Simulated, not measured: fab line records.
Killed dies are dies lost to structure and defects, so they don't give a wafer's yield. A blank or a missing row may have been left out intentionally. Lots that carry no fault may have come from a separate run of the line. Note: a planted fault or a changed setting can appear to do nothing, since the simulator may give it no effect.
What tool caused it? | flow sky130 | 12 lots with 34 wafers sampled at 2 steps, on a route of 708 steps

== WHAT EACH GAUGE READ, for each wafer ==
SKY_VIA4_THK_MEAS_01. Usual: VIA4_HDPCVD_THK 1750 nm, standard deviation 22.
lot  | measured     | on            | VIA4_HDPCVD_THK (nm) | flag
L509 | day 42 11:53 | film_metro-02 | 1719 1725 1730       |
L511 | day 42 20:34 | film_metro-04 | 1749 1750 1756       |
L510 | day 43 00:22 | film_metro-04 | 1758 1758 1766       |
L513 | day 43 10:34 | film_metro-04 | 1776 1778 1779       |
L514 | day 43 14:06 | film_metro-01 | 1776 1776 1758       |
L518 | day 44 13:19 | film_metro-04 | 1735 1743 1720       |
L517 | day 44 16:31 | film_metro-02 | 1723 1688            |
L523 | day 46 04:39 | film_metro-04 | 1735 1759 1741       |
L524 | day 46 06:48 | film_metro-04 | 1758 1746 1766       |
L528 | day 47 10:42 | film_metro-02 | 1742 1798 1786       |
L529 | day 47 13:08 | film_metro-02 | 1745 1762 1733       |
L532 | day 47 23:28 | film_metro-04 | 1751 1770            |

== TOOL THAT RAN EACH LOT (tool first, then ch and the chambers of the sampled wafers, then the start) ==
lot  | SKY_METAL4_ETCH_16
L509 | rie_metal-02 ch 0,1, day 42 10:49
L511 | rie_metal-01 ch 0,1, day 42 19:27
L510 | rie_metal-04 ch 0,1, day 42 23:15
L513 | rie_metal-04 ch 0,1, day 43 09:30
L514 | rie_metal-04 ch 0,1, day 43 13:00
L518 | rie_metal-04 ch 0,1, day 44 12:15
L517 | rie_metal-02 ch 0,1, day 44 15:24
L523 | rie_metal-04 ch 0, day 46 03:34
L524 | rie_metal-04 ch 0,1, day 46 05:35
L528 | rie_metal-02 ch 0,1, day 47 09:37
L529 | rie_metal-01 ch 0,1, day 47 12:03
L532 | rie_metal-01 ch 0, day 47 22:24
- SKY_METAL4_ETCH_16: etches BARC in N2/H2, stops on SiO2, time 88.2 s, target depth 60 nm.

== AS READ BY THE TOOLS THEMSELVES (means over the sampled wafers that have a number; for cases with no such wafer, the mark the record gives instead) ==
SKY_METAL4_ETCH_16. Usual: drypump_motor_current_A 5.5 A, standard deviation 0.54; oes_product_au 0.625 a.u., standard deviation 0.0046; throttle_valve_pct 13.207 %, standard deviation 0.0095.
lot  | tool         | drypump_motor_current_A (A) | oes_product_au (a.u.) | throttle_valve_pct (%) | flag
L509 | rie_metal-02 | 5.1                         | 0.626                 | 13.217                 |
L511 | rie_metal-01 | 5.4                         | 0.624                 | 13.206                 |
L510 | rie_metal-04 | 5.4                         | 0.622                 | 13.214                 |
L513 | rie_metal-04 | 5.8                         | 0.626                 | 13.201                 |
L514 | rie_metal-04 | 5.4                         | 0.626                 | 13.211                 |
L518 | rie_metal-04 | 5.4                         | 0.629                 | 13.207                 |
L517 | rie_metal-02 | 5.3                         | 0.631                 | 13.195                 |
L523 | rie_metal-04 | 6.1                         | 0.627                 | 13.204                 |
L524 | rie_metal-04 | 5.4                         | 0.627                 | 13.206                 |
L528 | rie_metal-02 | 5.6                         | 0.625                 | 13.204                 |
L529 | rie_metal-01 | 5.3                         | 0.626                 | 13.203                 |
L532 | rie_metal-01 | 5.6                         | 0.627                 | 13.201                 |

== THE ANSWER, worked out from the rows above alone ==
Rule: a lot is off if the mean of its wafers that have a number lies more than 3 standard deviations from the usual mean. Also off: a lot with no number at a reading for which 4 or more lots have one. The other lots that the step has rows for count as sound. Order of review: gauges by route order, followed by the tools' own readings, for which a lot's mean as printed above is used. At the first step where some lot is off, the reading lying furthest off is the one used; lots without a number count as furthest.
No lot is off on any of the readings shown, so nothing can be concluded from this.

== WHAT HAD BEEN PUT IN BY THE SIMULATOR ==
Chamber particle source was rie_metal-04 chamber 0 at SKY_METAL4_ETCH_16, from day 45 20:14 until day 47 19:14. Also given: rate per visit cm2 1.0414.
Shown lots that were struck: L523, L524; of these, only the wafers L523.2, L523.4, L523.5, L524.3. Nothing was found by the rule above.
